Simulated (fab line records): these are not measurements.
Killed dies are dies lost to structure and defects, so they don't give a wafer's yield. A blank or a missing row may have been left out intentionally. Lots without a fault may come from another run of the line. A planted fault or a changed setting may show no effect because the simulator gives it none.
Problem report in the 8D (eight disciplines) form, filled by code	flow gf180mcu	the parts of the form that need people (team, actions taken, sign-off) are left out

## 1. THE PROBLEM
POLY_GATE_CVD_00_THK at GF_POLY_GATE_THK_MEAS_01 reads a mean of 286.7 nm on 6 wafers of 2 lots; wafers without a fault read 200.5 nm with a standard deviation of 1.6. Relative to the usual mean, that is a shift of +54 standard deviations.
First observed at day 13 01:44: wafer L823.2, on film-metro-04. Wafers with a number at this step in the record: 39, from 13 lots. By rule, "out" or "out of limits" means more than 4 standard deviations away from the usual mean. The other wafers with a number count as sound.

## 2. WHAT IT IS; WHAT IT IS NOT
question	is	is not
which readings at this step	POLY_GATE_CVD_00_THK	-
which lots	L823, L825	L806, L807, L808, L809, L810, L811, L812, L813, L814, L815, L821
which wafers of those lots	all that have a number	-
read on which gauges	film-metro-02, film-metro-04	film-metro-03
when	from day 13 01:44	up to then (33 sound wafers)

## 3. SUSPECTS, AND WHAT RULES EACH OUT
Counting: a tool at a process step up to the reading stays a suspect if it ran every lot that is out and no sound lot after the first of them.
- ruled out: the gauge at GF_POLY_GATE_THK_MEAS_01. The wafers that are out were read on 2 gauges (film-metro-02, film-metro-04).
- lpcvd-02 at GF_POLY_GATE_CVD_00 (deposits poly-Si, target thk 200 nm, time 1200 s): kept. It processed each lot that is out, first L823 at day 13 00:24, and no sound lot thereafter; up to then, the last sound lot it processed was L821 at day 12 14:04.
After counting, what remains is lpcvd-02 at GF_POLY_GATE_CVD_00.

## 4. THE CAUSE (what the simulator had put in)
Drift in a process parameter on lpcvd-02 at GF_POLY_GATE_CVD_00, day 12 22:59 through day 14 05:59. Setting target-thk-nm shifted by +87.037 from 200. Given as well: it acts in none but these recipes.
This tool alone remained once counting was done.

## 5. THE CHAIN OF EFFECTS, in route order
Rows list readings where the struck wafers' mean (over those with a number) sits beyond 3 standard deviations from the usual. Only readings for which the record gives a usual standard deviation are gone through. hours: the time from each lot's start at the first step in this table that gives one to its start at this step, as a median over the lots. sigmas: the change in usual standard deviations.
hours	step	reading	usual	on struck wafers	change	sigmas
0	GF_POLY_GATE_THK_MEAS_01	POLY_GATE_CVD_00_THK	200.5 nm	286.7	+86.2	+54

## 6. HOW IT WOULD HAVE BEEN CAUGHT EARLIER
In this record the first reading out of limits at a measuring or inspecting step was taken at day 13 01:44, 3 hours after the fault began at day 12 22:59.
Lots out: 2; of these, L825 started GF_POLY_GATE_CVD_00 on lpcvd-02 after day 13 01:44. A hold on the tool at that time would have spared it.
